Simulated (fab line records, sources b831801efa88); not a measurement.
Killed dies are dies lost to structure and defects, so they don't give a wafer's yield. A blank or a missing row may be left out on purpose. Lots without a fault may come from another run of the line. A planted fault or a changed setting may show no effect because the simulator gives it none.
Problem report in the 8D (eight disciplines) form, filled by code | flow gf180mcu | the parts of the form that need people (team, actions taken, sign-off) are left out

1. THE PROBLEM
cd_nm at GF_CONTACT_CD_MEAS_14 reads a mean of 285.3 nm on 6 wafers of 2 lots; wafers without a fault read 219.7 nm with a standard deviation of 2. That is +33 standard deviations from the usual mean.
The step: target cd 220 nm.
First seen on wafer L369.1, day 20 00:22, on cd_sem-02. The record holds 39 wafers of 13 lots with a number at this step. Rule for "out", or "out of limits": more than 4 standard deviations from the usual mean. The other wafers with a number count as sound.

2. WHAT IT IS AND WHAT IT IS NOT
question                    | is                     | is not
which readings at this step | cd_nm                  | -
which lots                  | L369, L370             | L360, L361, L362, L372, L377, L378, L379, L380, L381, L382, L383
which wafers of those lots  | all that have a number | -
read on which gauges        | cd_sem-02              | cd_sem-01
when                        | from day 20 00:22      | up to then (9 sound wafers); but 24 sound wafers of L372, L377, L378, L379, L380, L381, L382, L383 came after

3. SUSPECTS, AND WHAT RULES EACH OUT
Counting: a tool at a process step up to the reading stays a suspect if it ran every lot that is out and no sound lot after the first of them.
- the gauge at GF_CONTACT_CD_MEAS_14: ruled out. All the wafers that are out were read on cd_sem-02, but those of them that GF_CONTACT_SOFTBAKE_10 has rows for are out there too, on other tools.
- litho_track-03 at GF_CONTACT_SOFTBAKE_10 (time 60 s): ruled out as a lasting fault. Sound lots L378, L379, L383 ran on it after its first lot that is out, L369 (day 19 12:00).
Left after counting: nothing in the record.

4. THE CAUSE (what the simulator had put in)
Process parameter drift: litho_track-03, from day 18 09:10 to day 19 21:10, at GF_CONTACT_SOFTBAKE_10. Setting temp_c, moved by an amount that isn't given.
Counting ruled it out, wrongly: the rule takes a fault to strike every lot that its tool runs from its start on, and this one did not.

5. THE CHAIN OF EFFECTS, in route order
Each row: a reading whose mean over the struck wafers that have a number lies more than 3 standard deviations from the usual. Only readings for which the record gives a usual standard deviation are gone through. hours: the time from each lot's start at the first step in this table that gives one to its start at this step, as a median over the lots. sigmas: the change in usual standard deviations.
hours | step                    | reading              | usual    | on struck wafers | change | sigmas
0     | GF_CONTACT_SOFTBAKE_10  | heater_power_total_W | 93.04 W  | 107.97           | +14.93 | +99 or more
0     | GF_CONTACT_SOFTBAKE_10  | plate_temp_C         | 129.98 C | 145.72           | +15.75 | +99 or more
13    | GF_CONTACT_CD_MEAS_14   | cd_nm                | 219.7 nm | 285.3            | +65.6  | +33
300   | GF_PASSIVATION_PROBE_99 | killed_at_contacts   | 6.1      | 450.8            | +444.7 | +99 or more
300   | GF_PASSIVATION_PROBE_99 | killed_dies          | 48       | 492              | +444   | +64
300   | GF_PASSIVATION_PROBE_99 | killed_on_rim        | 9.6      | 96.0             | +86.4  | +30
The process steps in it:
- GF_CONTACT_SOFTBAKE_10: time 60 s.
- GF_PASSIVATION_PROBE_99

6. WHAT WOULD HAVE CAUGHT IT SOONER
In this record the first reading out of limits at a measuring or inspecting step was taken at day 20 00:22, 39 hours after the fault began at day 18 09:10.
The tool's own readings at GF_CONTACT_SOFTBAKE_10 were out on every struck wafer that the step has a row for (heater_power_total_W, plate_temp_C): an alarm limit on them would have fired on the first of those.
